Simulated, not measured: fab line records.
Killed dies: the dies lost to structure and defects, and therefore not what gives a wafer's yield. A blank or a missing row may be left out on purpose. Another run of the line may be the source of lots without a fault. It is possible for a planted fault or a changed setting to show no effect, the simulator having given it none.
Which of the tools did it? | flow sky130 | 10 lots, 30 wafers sampled, at 7 steps of a route of 708

## WHAT THE GAUGES SHOWED, per wafer
SKY_SD_N_TW_MEAS_12.
lot  | measured     | on            | SD_N_TW
L943 | day 28 09:00 | film_metro-03 | 4004 4020 3998
L946 | day 29 16:49 | film_metro-04 | 3976 3961 3936
L947 | day 30 02:34 | film_metro-02 | 3964 3965 3948
L949 | day 30 03:04 | film_metro-03 | 4012 3993 4000
L951 | day 31 18:19 | film_metro-02 | 3969 3931 3949
L956 | day 33 13:57 | film_metro-03 | 3761 3760 3763
L959 | day 33 15:33 | film_metro-02 | 3685 3669 3678
L960 | day 33 21:44 | film_metro-02 | 3954 3922 3927
L963 | day 34 18:02 | film_metro-02 | 3946 3940 3939
L965 | day 35 09:07 | film_metro-04 | 3975 3978 3982

SKY_SD_N_RS_MEAS_16: a four-point-probe measurement.
lot  | measured     | on            | SD_N_RS (ohm/sq)
L943 | day 28 09:18 | film_metro-02 | 68.63 68.71 68.65
L946 | day 29 17:07 | film_metro-04 | 68.55 68.51 68.60
L947 | day 30 02:52 | film_metro-04 | 68.96 68.91 68.84
L949 | day 30 03:22 | film_metro-02 | 68.48 68.61 68.68
L951 | day 31 18:37 | film_metro-03 | 68.39 68.51 68.69
L956 | day 33 14:15 | film_metro-02 | 102.79 103.17 103.04
L959 | day 33 15:53 | film_metro-04 | 103.81 103.57 103.34
L960 | day 33 22:07 | film_metro-02 | 68.52 68.53 68.59
L963 | day 34 18:21 | film_metro-03 | 68.56 68.57 68.59
L965 | day 35 09:25 | film_metro-02 | 68.49 68.66 68.76

SKY_VIA1_RS_MEAS_22: a four-point-probe measurement.
lot  | measured     | on            | VIA1_W_RS (ohm/sq)
L943 | day 34 10:15 | film_metro-02 | 0.431 0.430 0.435
L946 | day 35 17:24 | film_metro-02 | 0.424 0.423 0.428
L947 | day 36 02:34 | film_metro-04 | 0.421 0.422 0.429
L949 | day 36 02:37 | film_metro-03 | 0.429 0.423 0.426
L951 | day 37 16:16 | film_metro-04 | 0.424 0.427 0.432
L956 | day 39 08:37 | film_metro-04 | 0.427 0.431 0.430
L959 | day 39 10:50 | film_metro-02 | 0.426 0.433 0.427
L960 | day 39 16:35 | film_metro-04 | 0.429 0.434 0.430
L963 | day 40 10:19 | film_metro-03 | 0.426 0.428 0.429
L965 | day 41 01:14 | film_metro-03 | 0.424 0.431 0.425

SKY_VIA1_THK_MEAS_23: measures by xrf.
lot  | measured     | on            | VIA1_W_THK (nm)
L943 | day 34 10:22 | film_metro-02 | 275 276 274
L946 | day 35 17:31 | film_metro-02 | 278 277 276
L947 | day 36 02:41 | film_metro-04 | 281 280 276
L949 | day 36 02:43 | film_metro-03 | 275 280 278
L951 | day 37 16:23 | film_metro-04 | 276 274 269
L956 | day 39 08:44 | film_metro-04 | 273 270 270
L959 | day 39 10:55 | film_metro-02 | 277 273 276
L960 | day 39 16:41 | film_metro-04 | 273 270 270
L963 | day 40 10:25 | film_metro-03 | 278 277 278
L965 | day 41 01:20 | film_metro-03 | 281 277 280

## TOOL THAT RAN EACH LOT (tool first, then ch and the chambers of the sampled wafers, then the start)
lot  | SKY_SD_N_IMPLANT_09             | SKY_SD_N_STRIP_11                    | SKY_METAL1_DESCUM_17
L943 | implanter-04 ch 0, day 28 08:37 | plasma_asher-01 ch 0,1, day 28 08:53 | rie_metal-01 ch 0,1, day 33 05:26
L946 | implanter-04 ch 0, day 29 16:25 | plasma_asher-03 ch 1, day 29 16:43   | rie_metal-03 ch 0,1, day 34 12:37
L947 | implanter-03 ch 0, day 30 02:10 | plasma_asher-03 ch 0,1, day 30 02:28 | rie_metal-03 ch 0,1, day 34 21:38
L949 | implanter-01 ch 0, day 30 02:41 | plasma_asher-04 ch 0,1, day 30 02:59 | rie_metal-02 ch 0, day 34 21:55
L951 | implanter-03 ch 0, day 31 17:55 | plasma_asher-03 ch 0,1, day 31 18:13 | rie_metal-01 ch 0, day 36 11:29
L956 | implanter-04 ch 0, day 33 13:34 | plasma_asher-03 ch 0,1, day 33 13:50 | rie_metal-01 ch 0,1, day 38 05:01
L959 | implanter-04 ch 0, day 33 15:12 | plasma_asher-03 ch 0,1, day 33 15:28 | rie_metal-03 ch 0,1, day 38 07:57
L960 | implanter-01 ch 0, day 33 21:22 | plasma_asher-01 ch 0,1, day 33 21:40 | rie_metal-01 ch 0,1, day 38 13:14
L963 | implanter-03 ch 0, day 34 17:40 | plasma_asher-01 ch 0,1, day 34 17:58 | rie_metal-03 ch 0,1, day 39 07:32
L965 | implanter-03 ch 0, day 35 08:44 | plasma_asher-01 ch 0,1, day 35 09:01 | rie_metal-03 ch 0,1, day 39 22:46
- SKY_SD_N_IMPLANT_09
- SKY_SD_N_STRIP_11: strips in O2/N2.
- SKY_METAL1_DESCUM_17: chemistry O2, time 8 s.

## AS READ BY THE TOOLS THEMSELVES (means over the sampled wafers that have a number; for cases with no such wafer, the mark the record gives instead)
SKY_SD_N_IMPLANT_09.
lot  | tool         | beam_on_s (s) | dose_ions_cm2 | end_station_pressure_torr (Torr) | faraday_current_uA
L943 | implanter-04 | 13.9          | 4e+15         | 1.70e-05                         | 15551
L946 | implanter-04 | 13.9          | 4e+15         | 1.67e-05                         | 15549
L947 | implanter-03 | 16.4          | 4e+15         | 1.44e-05                         | 13283
L949 | implanter-01 | 16.1          | 4e+15         | 1.40e-05                         | 13531
L951 | implanter-03 | 16.6          | 4e+15         | 1.42e-05                         | 13100
L956 | implanter-04 | 10.1          | 1e+15         | 9.87e-06                         | 5981
L959 | implanter-04 | 10.2          | 1e+15         | 9.87e-06                         | 5870
L960 | implanter-01 | 16.0          | 4e+15         | 1.43e-05                         | 13634
L963 | implanter-03 | 16.3          | 4e+15         | 1.35e-05                         | 13344
L965 | implanter-03 | 16.3          | 4e+15         | 1.47e-05                         | 13390

SKY_SD_N_STRIP_11.
lot  | tool            | drypump_motor_current_A (A) | oes_product_au (a.u.) | strip_time_to_endpoint_s (s)
L943 | plasma_asher-01 | 5.4                         | 0.526                 | 22.51
L946 | plasma_asher-03 | 5.4                         | 0.526                 | 22.56
L947 | plasma_asher-03 | 5.4                         | 0.535                 | 22.49
L949 | plasma_asher-04 | 5.7                         | 0.529                 | 22.54
L951 | plasma_asher-03 | 5.4                         | 0.530                 | 22.60
L956 | plasma_asher-03 | 5.4                         | 0.600                 | 18.26
L959 | plasma_asher-03 | 5.4                         | 0.599                 | 18.18
L960 | plasma_asher-01 | 5.6                         | 0.523                 | 22.53
L963 | plasma_asher-01 | 5.6                         | 0.527                 | 22.54
L965 | plasma_asher-01 | 5.4                         | 0.529                 | 22.56

SKY_METAL1_DESCUM_17.
lot  | tool         | drypump_motor_current_A (A) | he_backside_leak_sccm (sccm) | oes_product_au (a.u.)
L943 | rie_metal-01 | 5.7                         | 3.4                          | 1.006
L946 | rie_metal-03 | 6.5                         | 3.1                          | 1.002
L947 | rie_metal-03 | 6.5                         | 3.2                          | 1.000
L949 | rie_metal-02 | 5.0                         | 3.1                          | 1.007
L951 | rie_metal-01 | 6.0                         | 3.3                          | 0.989
L956 | rie_metal-01 | 5.3                         | 3.3                          | 1.002
L959 | rie_metal-03 | 6.5                         | 3.2                          | 1.006
L960 | rie_metal-01 | 5.3                         | 3.9                          | 0.999
L963 | rie_metal-03 | 6.5                         | 3.3                          | 1.015
L965 | rie_metal-03 | 6.5                         | 3.1                          | 1.004

## THE ANSWER, worked out from the rows above alone
Rule: what is usual is taken from the lots themselves. Put in order of their means at a reading, lots are off if they are a third of the lots or fewer, leave a main group of 4 or more, and stand apart from it by a gap of 3 or more times the standard deviation of the main group's means; of several such gaps the widest counts. A main group is skipped when, at the precision printed for the reading in the tables above, its means are all equal. Also off: a lot with no number at a reading for which 4 or more lots have one. Any other lot the step has rows for is counted as sound. First the gauges in route order, then the tools' own readings, where a lot's mean is used as printed above. At the first step where some lot is off, the reading lying furthest off is the one used; lots without a number count as furthest.
Off: at SKY_SD_N_TW_MEAS_12 (SD_N_TW), L956, L959. Main group: mean 3966, sd 25.
If a tool, at a process step before that reading, ran all the lots that are off and no sound lot after the first of them, it fits. The gauges at SKY_SD_N_TW_MEAS_12 aren't tried: what is off there is off at SKY_SD_N_IMPLANT_09 too, on other tools, and a gauge's error can't cause that. 2 tools fit, implanter-04 at SKY_SD_N_IMPLANT_09 and plasma_asher-03 at SKY_SD_N_STRIP_11, so this cannot tell which one it is.

## WHAT THE SIMULATOR HAD PUT IN
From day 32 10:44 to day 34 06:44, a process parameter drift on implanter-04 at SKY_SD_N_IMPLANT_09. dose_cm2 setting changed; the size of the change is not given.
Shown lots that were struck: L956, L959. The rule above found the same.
